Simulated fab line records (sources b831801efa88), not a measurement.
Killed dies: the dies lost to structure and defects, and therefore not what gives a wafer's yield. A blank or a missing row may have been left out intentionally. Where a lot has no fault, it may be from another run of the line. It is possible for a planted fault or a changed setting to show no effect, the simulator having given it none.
One fault through the eyes of 2 desks :: flow gf180mcu :: only its own numbers are on each desk; what lay behind them is given at the end

TOOL OWNER'S DESK, pecvd-02
The tool's own readings at GF_MIM_CVD_05 (deposits Si3N4, target thk 42 nm, time 29.086 s): means of the sampled wafers that have a number, for each lot that ran on this tool. Marked OUT: a lot whose mean sits more than 4 standard deviations from the usual mean, which makes it out of limits; the brackets give that distance.
Columns: A = heater-power-w at GF_MIM_CVD_05, usual 640 W
lot: L895
first seen here: day 25 09:36
A: 626

lot: L897
first seen here: day 26 03:56
A: 578

lot: L898
first seen here: day 26 06:55
A: 593

lot: L899
first seen here: day 26 15:34
A: 672

lot: L900
first seen here: day 27 03:59
A: 609

lot: L901
first seen here: day 27 08:25
A: 561

lot: L910
first seen here: day 30 09:16
A: 606

lot: L914
first seen here: day 31 02:56
A: 691
This desk's verdict: no lot among the 8 shows anything out of limits.

AT THE METROLOGY DESK
What the gauges read, lot by lot, whatever tool the lot ran on: means of the sampled wafers that have a number. Marked OUT: a lot whose mean sits more than 4 standard deviations from the usual mean, which makes it out of limits; the brackets give that distance.
Columns: A = MIM_CVD_05_THK at GF_MIM_THK_MEAS_06, usual 42.1 nm
lot: L895
first seen here: day 25 09:38
A: 41.9

lot: L896
first seen here: day 25 14:44
A: 42.1

lot: L897
first seen here: day 26 03:59
A: 42.3

lot: L898
first seen here: day 26 06:56
A: 41.8

lot: L899
first seen here: day 26 15:37
A: 46.7 (+8.5) OUT

lot: L900
first seen here: day 27 04:02
A: 46.8 (+8.8) OUT

lot: L901
first seen here: day 27 08:28
A: 47.1 (+9.2) OUT

lot: L910
first seen here: day 30 09:17
A: 42.0

lot: L913
first seen here: day 31 01:10
A: 42.4

lot: L912
first seen here: day 31 02:07
A: 42.2

lot: L914
first seen here: day 31 02:59
A: 42.7

lot: L915
first seen here: day 31 17:04
A: 41.5
This desk's result: L899, L900, L901 out of limits, first on L899 (MIM_CVD_05_THK at GF_MIM_THK_MEAS_06), day 26 15:37. Within limits: L895, L896, L897, L898, L910, L913, L912, L914, L915.

ALL TOGETHER
L899, L900, L901 would have let the metrology desk raise an alarm at day 26 15:37.
The tool owner's desk saw nothing out of limits.
Tool owner's desk: L899, L900, L901 on record, inside its limits.
GF_MIM_CVD_05 was run on pecvd-02 by each of the lots named.

WHAT THE SIMULATOR PUT IN
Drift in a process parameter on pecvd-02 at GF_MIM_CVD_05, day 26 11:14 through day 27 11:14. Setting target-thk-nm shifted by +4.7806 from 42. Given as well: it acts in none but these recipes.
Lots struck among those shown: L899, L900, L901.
Per desk, hours elapsed from the start of the fault to the first reading out of limits: for the metrology desk, 4.
